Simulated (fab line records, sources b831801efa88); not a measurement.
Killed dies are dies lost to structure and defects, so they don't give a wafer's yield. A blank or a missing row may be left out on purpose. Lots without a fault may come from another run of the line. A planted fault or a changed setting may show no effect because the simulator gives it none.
One fault seen from 2 desks | flow gf180mcu | each desk has only its own numbers; what lay behind them comes last

THE METROLOGY DESK
What the gauges read, lot by lot, whatever tool the lot ran on: means of the sampled wafers that have a number. A lot is out of limits, marked OUT, if its mean lies more than 4 standard deviations from the usual mean; the brackets give that distance.
Columns: A = MVSD_RS at GF_VT_IMPLANT_RS_MEAS_46, usual 457.0 ohm/sq; B = HV_LDD_OVL at GF_HV_LDD_OVL_MEAS_08, usual 1.6 nm; C = HV_LDD_2_TW at GF_HV_LDD_TW_MEAS_23, usual 1068
lot  | first seen here | A     | B    | C
L424 | day 7 12:55     | 457.8 | 0.9  | 1073
L426 | day 8 01:58     | 455.8 | -0.1 | 1060
L427 | day 8 14:55     | 457.3 | 3.4  | 1065
L428 | day 8 18:32     | 456.0 | 1.2  | 1066
L429 | day 9 01:26     | 458.0 | 1.1  | 1067
L431 | day 9 14:13     | 457.7 | 0.1  | 1078
L433 | day 10 03:37    | 457.2 | 1.6  | 1061
L434 | day 10 11:32    | 457.0 | 1.2  | 1066
L435 | day 10 16:55    | 457.4 | 1.4  | 1078
L441 | day 12 09:25    | 457.9 | 0.1  | 1863 (+99 or more) OUT
L444 | day 13 06:37    | 456.7 | 3.7  | 1867 (+99 or more) OUT
L447 | day 14 05:22    | 454.9 | -0.4 | 1071
This desk's finding: out of limits on L441, L444; first on L441, day 16 07:42 (HV_LDD_2_TW at GF_HV_LDD_TW_MEAS_23). In limits: L424, L426, L427, L428, L429, L431, L433, L434, L435, L447.

THE TOOL OWNER'S DESK: implanter-02
The tool's own readings at GF_HV_LDD_IMPLANT_21: means of the sampled wafers that have a number, for each lot that ran on this tool. A lot is out of limits, marked OUT, if its mean lies more than 4 standard deviations from the usual mean; the brackets give that distance.
Columns: A = beam_on_s at GF_HV_LDD_IMPLANT_21, usual 9.99 s; B = dose_ions_cm2 at GF_HV_LDD_IMPLANT_21, usual 4.999e+13; C = end_station_pressure_torr at GF_HV_LDD_IMPLANT_21, usual 5.23e-06 Torr; D = faraday_current_uA at GF_HV_LDD_IMPLANT_21, usual 282
lot  | first seen here | A               | B                           | C        | D
L428 | day 12 06:18    | 9.90            | 4.999e+13                   | 5.37e-06 | 284
L429 | day 12 12:12    | 9.92            | 4.994e+13                   | 5.32e-06 | 285
L435 | day 14 08:16    | 10.10           | 4.995e+13                   | 5.38e-06 | 279
L441 | day 16 07:27    | 25.03 (+75) OUT | 3.009e+14 (+99 or more) OUT | 5.24e-06 | 676 (+70) OUT
L444 | day 17 05:57    | 25.03 (+75) OUT | 3.009e+14 (+99 or more) OUT | 5.35e-06 | 677 (+71) OUT
This desk's finding: out of limits on L441, L444; first on L441, day 16 07:27 (beam_on_s at GF_HV_LDD_IMPLANT_21). In limits: L428, L429, L435.

PUT TOGETHER
The tool owner's desk could have raised an alarm at day 16 07:27, on L441, L444.
The metrology desk could have raised an alarm at day 16 07:42, on L441, L444.
Of the lots named, all ran GF_HV_LDD_IMPLANT_21 on implanter-02.

WHAT THE SIMULATOR HAD PUT IN
Process parameter drift: implanter-02, from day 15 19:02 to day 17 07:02, at GF_HV_LDD_IMPLANT_21. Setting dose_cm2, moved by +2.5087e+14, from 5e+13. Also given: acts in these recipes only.
Lots struck among those shown: L441, L444.
Hours from the fault's start to each desk's first reading out of limits: the tool owner's desk, 12; the metrology desk, 13.
